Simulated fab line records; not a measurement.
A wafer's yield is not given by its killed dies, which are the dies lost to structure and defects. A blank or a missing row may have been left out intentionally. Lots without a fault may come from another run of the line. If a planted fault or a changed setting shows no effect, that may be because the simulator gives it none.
What tool caused it?	flow sky130	12 lots, 36 wafers sampled, at 3 steps of a route of 708

== WHAT THE GAUGES READ, wafer by wafer ==
SKY_VIA4_BOW_MEAS_03. Usual: for VIA4_BOW the level is 81 um and the standard deviation is 7.6.
lot	measured	on	VIA4_BOW (um)	flag
L401	day 41 11:04	film_metro-03	87 86 81	
L402	day 42 06:31	film_metro-03	80 79 73	
L403	day 42 07:41	film_metro-01	76 73 84	
L406	day 43 05:59	film_metro-03	81 85 72	
L407	day 43 16:36	film_metro-01	85 79 83	
L408	day 43 23:43	film_metro-02	73 84 83	
L409	day 44 07:43	film_metro-02	89 81 83	
L410	day 44 16:25	film_metro-01	93 90 95	
L412	day 44 23:59	film_metro-02	78 92 79	
L413	day 45 07:12	film_metro-02	81 77 73	
L415	day 45 20:08	film_metro-02	86 68 66	
L423	day 47 10:11	film_metro-03	74 85 66	

SKY_PASSIVATION_THK_MEAS_03. Usual: for PASSIVATION_CVD_02_THK the level is 541 nm and the standard deviation is 6.8.
lot	measured	on	PASSIVATION_CVD_02_THK (nm)	flag
L401	day 43 10:52	film_metro-01	536 545 544	
L402	day 44 07:34	film_metro-04	531 535 542	
L403	day 44 07:47	film_metro-04	536 544 545	
L406	day 45 04:49	film_metro-04	550 543 546	
L407	day 45 14:50	film_metro-02	535 542 544	
L408	day 45 21:35	film_metro-04	534 540 537	
L409	day 46 05:01	film_metro-01	542 536 550	
L410	day 46 12:35	film_metro-02	529 548 551	
L412	day 46 20:27	film_metro-04	547 536 545	
L413	day 47 02:17	film_metro-02	532 542 540	
L415	day 47 15:10	film_metro-04	544 547 548	
L423	day 49 02:01	film_metro-02	537 543 541	

== WHICH TOOL RAN EACH LOT (tool, then ch and the chambers of the sampled wafers, then the start) ==
lot	SKY_METAL3_SPUTTER_02
L401	pvd_sputter-03, day 35 23:25
L402	pvd_sputter-01, day 36 17:56
L403	pvd_sputter-01, day 36 20:22
L406	pvd_sputter-04, day 37 20:50
L407	pvd_sputter-01, day 38 08:01
L408	pvd_sputter-03, day 38 16:07
L409	pvd_sputter-03, day 39 01:37
L410	pvd_sputter-01, day 39 11:16
L412	pvd_sputter-01, day 39 21:32
L413	pvd_sputter-03, day 40 05:31
L415	pvd_sputter-03, day 40 20:40
L423	pvd_sputter-01, day 42 16:00
- SKY_METAL3_SPUTTER_02: material AlCu, target thk 735 nm, time 39.1 s.

== AS READ BY THE TOOLS THEMSELVES (means over the sampled wafers that have a number; for cases with no such wafer, the mark the record gives instead) ==
SKY_METAL3_SPUTTER_02. Usual: chamber_pressure_pa 0.4001 Pa, standard deviation 0.00071; throttle_valve_pct 30.5 %, standard deviation 0.83.
lot	tool	chamber_pressure_pa (Pa)	throttle_valve_pct (%)	flag
L401	pvd_sputter-03	0.3996	30.2	
L402	pvd_sputter-01	0.4004	30.5	
L403	pvd_sputter-01	0.4010	31.2	
L406	pvd_sputter-04	0.3997	30.8	
L407	pvd_sputter-01	0.4002	30.5	
L408	pvd_sputter-03	0.3997	29.9	
L409	pvd_sputter-03	0.3997	29.5	
L410	pvd_sputter-01	0.4000	30.5	
L412	pvd_sputter-01	0.3998	30.1	
L413	pvd_sputter-03	0.4002	30.1	
L415	pvd_sputter-03	0.4001	30.2	
L423	pvd_sputter-01	0.4008	30.6	

== THE ANSWER, worked out from the rows above alone ==
Rule: a lot is off if the mean of its wafers that have a number lies more than 3 standard deviations from the usual mean. Also off: a lot with no number at a reading for which 4 or more lots have one. Any other lot the step has rows for is counted as sound. After the gauges, taken in route order, come the tools' own readings; for these a lot's mean is taken, as printed above. The first step at which some lot is off is used, and at that step the reading that is off furthest; a lot without a number counts as furthest.
None of the lots is off at any reading shown; this tells nothing.

== WHAT THE SIMULATOR PUT IN ==
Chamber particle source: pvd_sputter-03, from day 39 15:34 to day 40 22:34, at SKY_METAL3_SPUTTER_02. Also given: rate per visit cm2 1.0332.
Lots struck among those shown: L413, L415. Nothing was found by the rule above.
